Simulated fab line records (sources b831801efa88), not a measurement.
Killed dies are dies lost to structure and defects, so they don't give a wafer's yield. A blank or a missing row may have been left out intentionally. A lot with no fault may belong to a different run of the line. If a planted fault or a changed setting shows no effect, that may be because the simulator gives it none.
2 desks, one fault | flow gf180mcu | only its own numbers are on each desk; what lay behind them is given at the end

THE TOOL OWNER'S DESK: implanter-03
For each lot that ran on this tool, the mean over its sampled wafers that have a number, from the tool's own readings at GF_HV_LDD_IMPLANT_21. A lot is out of limits, marked OUT, if its mean lies more than 4 standard deviations from the usual mean; the brackets give that distance.
Columns: A = beamOnS at GF_HV_LDD_IMPLANT_21, usual 10.02 s; B = endStationPressureTorr at GF_HV_LDD_IMPLANT_21, usual 5.2e-06 Torr; C = faradayCurrentUA at GF_HV_LDD_IMPLANT_21, usual 281
lot  | first seen here | A                | B                         | C
L208 | day 11 02:58    | 10.03            | 5.2e-06                   | 281
L213 | day 12 16:06    | 10.09            | 5.4e-06                   | 279
L219 | day 14 18:37    | 9.94             | 5.5e-06                   | 283
L220 | day 15 01:53    | 10.02            | 5.1e-06                   | 281
L221 | day 15 10:10    | 11.42 (+7.0) OUT | 5.9e-05 (+99 or more) OUT | 250 (-5.6) OUT
L222 | day 15 14:49    | 11.32 (+6.5) OUT | 5.7e-05 (+99 or more) OUT | 251 (-5.3) OUT
This desk finds L221, L222 out of limits, L221 being first, at day 15 10:10 (beamOnS at GF_HV_LDD_IMPLANT_21). L208, L213, L219, L220: within limits.

METROLOGY DESK
What the gauges read for every lot (on any tool): the sampled wafers with a number, averaged. A lot is out of limits, marked OUT, if its mean lies more than 4 standard deviations from the usual mean; the brackets give that distance.
Columns: A = M2_ALCU_RS at GF_M2_RS_MEAS_05, usual 0.0674 ohm/sq
lot  | first seen here | A
L208 | day 18 15:25    | 0.0668
L209 | day 19 01:14    | 0.0677
L210 | day 19 04:10    | 0.0681
L213 | day 20 13:22    | 0.0671
L219 | day 22 23:53    | 0.0679
L220 | day 23 11:05    | 0.0677
L221 | day 23 13:41    | 0.0672
L222 | day 23 19:44    | 0.0666
L225 | day 24 21:31    | 0.0673
L226 | day 25 04:04    | 0.0675
L227 | day 25 07:20    | 0.0679
L228 | day 25 18:04    | 0.0673
L229 | day 26 01:50    | 0.0678
L230 | day 26 08:13    | 0.0680
This desk's verdict: no lot among the 14 shows anything out of limits.

TAKEN TOGETHER
An alarm could have come from the tool owner's desk at day 15 10:10, on L221, L222.
Metrology desk: nothing out of limits seen.
The metrology desk has L221, L222 on record, within its limits.
All the named lots went through GF_HV_LDD_IMPLANT_21 on implanter-03.

WHAT HAD BEEN PUT IN BY THE SIMULATOR
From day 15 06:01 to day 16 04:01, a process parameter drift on implanter-03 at GF_HV_LDD_IMPLANT_21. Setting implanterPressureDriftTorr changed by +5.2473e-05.
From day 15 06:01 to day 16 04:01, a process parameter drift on implanter-03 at GF_HV_LDD_IMPLANT_21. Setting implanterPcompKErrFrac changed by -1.
Shown lots that were struck: L221, L222.
Hours from the fault's start to each desk's first reading out of limits: the tool owner's desk, 4.
